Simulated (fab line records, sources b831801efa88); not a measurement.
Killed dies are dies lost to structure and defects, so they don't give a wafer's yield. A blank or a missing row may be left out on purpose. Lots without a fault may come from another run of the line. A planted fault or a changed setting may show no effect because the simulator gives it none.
Which tool did it? | flow sky130 | 6 lots, 18 wafers sampled, at 4 steps of a route of 708

WHAT THE GAUGES READ, wafer by wafer
SKY_PAD_OPEN_BOW_MEAS_13.
lot  | measured     | on            | PAD_OPEN_BOW (um)
L204 | day 46 15:22 | film_metro-04 | 43 43 50
L207 | day 47 04:59 | film_metro-04 | 70 51 57
L210 | day 48 00:08 | film_metro-04 | 41 47 60
L217 | day 49 11:13 | film_metro-03 | 46 32 57
L220 | day 50 01:55 | film_metro-04 | 38 38 29
L223 | day 50 13:40 | film_metro-03 | 47 48 64

WHICH TOOL RAN EACH LOT (tool, then ch and the chambers of the sampled wafers, then the start)
lot  | SKY_METAL2_CLEAN_23             | SKY_VIA4_SPUTTER_17          | SKY_METAL5_SPUTTER_02
L204 | wet_bench-01 ch 0, day 36 05:22 | pvd_sputter-04, day 43 17:26 | pvd_sputter-01, day 43 18:11
L207 | wet_bench-03 ch 0, day 36 19:10 | pvd_sputter-04, day 44 06:58 | pvd_sputter-02, day 44 07:43
L210 | wet_bench-03 ch 1, day 37 21:43 | pvd_sputter-03, day 45 04:32 | pvd_sputter-02, day 45 05:29
L217 | wet_bench-03 ch 1, day 39 20:19 | pvd_sputter-02, day 46 21:36 | pvd_sputter-03, day 46 22:32
L220 | wet_bench-03 ch 1, day 40 18:46 | pvd_sputter-02, day 47 15:37 | pvd_sputter-02, day 47 16:30
L223 | wet_bench-03 ch 2, day 41 13:36 | pvd_sputter-03, day 48 04:41 | pvd_sputter-01, day 48 05:26
- SKY_METAL2_CLEAN_23: cleans in O3/DIW.
- SKY_VIA4_SPUTTER_17: material TiN, target thk 20 nm, time 80 s.
- SKY_METAL5_SPUTTER_02: material AlCu, target thk 1150 nm, time 61.2 s.

THE ANSWER, worked out from the rows above alone
Rule: what is usual is taken from the lots themselves. Put in order of their means at a reading, lots are off if they are a third of the lots or fewer, leave a main group of 4 or more, and stand apart from it by a gap of 3 or more times the standard deviation of the main group's means; of several such gaps the widest counts. A main group whose means are all the same, to the digits that the tables above print for the reading, isn't used. A lot without any number at a reading at which 4 lots or more have one is off too. The other lots that the step has rows for count as sound.
No lot is off at any reading shown: from this, nothing can be told.

WHAT THE SIMULATOR HAD PUT IN
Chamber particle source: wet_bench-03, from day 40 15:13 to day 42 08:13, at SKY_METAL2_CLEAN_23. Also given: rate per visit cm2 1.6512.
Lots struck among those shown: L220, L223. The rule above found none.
